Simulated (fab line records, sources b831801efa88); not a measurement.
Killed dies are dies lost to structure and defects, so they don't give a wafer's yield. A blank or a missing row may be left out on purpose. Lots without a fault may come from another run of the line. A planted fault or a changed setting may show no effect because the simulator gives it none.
One fault seen from 2 desks | flow sky130 | each desk has only its own numbers; what lay behind them comes last

THE METROLOGY DESK
What the gauges read, lot by lot, whatever tool the lot ran on: means of the sampled wafers that have a number. A lot is out of limits, marked OUT, if its mean lies more than 4 standard deviations from the usual mean; the brackets give that distance.
Columns: A = cd_nm at SKY_SD_N_CD_MEAS_07, usual 379.3 nm; B = cd_nm at SKY_CONTACT_CD_MEAS_14, usual 170.1 nm
lot  | first seen here | A     | B
L554 | day 27 16:20    | 379.8 | 171.2
L555 | day 28 06:01    | 381.2 | 169.7
L558 | day 29 09:45    | 380.5 | 169.7
L559 | day 29 17:44    | 378.0 | 170.8
L560 | day 29 21:07    | 380.2 | 169.7
L562 | day 30 17:02    | 379.9 | 167.9
L566 | day 32 01:09    | 379.2 | 169.0
L567 | day 32 05:31    | 381.7 | 176.2 (+4.3) OUT
L568 | day 32 11:11    | 377.6 | 177.2 (+5.1) OUT
L572 | day 34 07:07    | 379.6 | 170.7
L576 | day 34 17:11    | 380.1 | 170.6
This desk's finding: out of limits on L567, L568; first on L567, day 35 19:36 (cd_nm at SKY_CONTACT_CD_MEAS_14). In limits: L554, L555, L558, L559, L560, L562, L566, L572, L576.

THE TOOL OWNER'S DESK: litho_track-02
The tool's own readings at SKY_CONTACT_SOFTBAKE_10 (time 90 s): means of the sampled wafers that have a number, for each lot that ran on this tool. A lot is out of limits, marked OUT, if its mean lies more than 4 standard deviations from the usual mean; the brackets give that distance.
Columns: A = heater_power_total_W at SKY_CONTACT_SOFTBAKE_10, usual 57.36 W; B = plate_temp_C at SKY_CONTACT_SOFTBAKE_10, usual 99.99 C
lot  | first seen here | A               | B
L554 | day 30 19:00    | 57.27           | 99.95
L559 | day 32 19:00    | 57.35           | 100.10
L560 | day 33 01:00    | 57.44           | 99.94
L567 | day 35 06:00    | 64.95 (+63) OUT | 109.55 (+87) OUT
L568 | day 35 09:00    | 65.02 (+64) OUT | 109.47 (+86) OUT
This desk's finding: out of limits on L567, L568; first on L567, day 35 06:00 (heater_power_total_W at SKY_CONTACT_SOFTBAKE_10). In limits: L554, L559, L560.

PUT TOGETHER
The tool owner's desk could have raised an alarm at day 35 06:00, on L567, L568.
The metrology desk could have raised an alarm at day 35 19:36, on L567, L568.
Of the lots named, all ran SKY_CONTACT_SOFTBAKE_10 on litho_track-02.

WHAT THE SIMULATOR HAD PUT IN
Process parameter drift: litho_track-02, from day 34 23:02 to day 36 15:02, at SKY_CONTACT_SOFTBAKE_10. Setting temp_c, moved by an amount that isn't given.
Lots struck among those shown: L567, L568.
Hours from the fault's start to each desk's first reading out of limits: the tool owner's desk, 7; the metrology desk, 21.
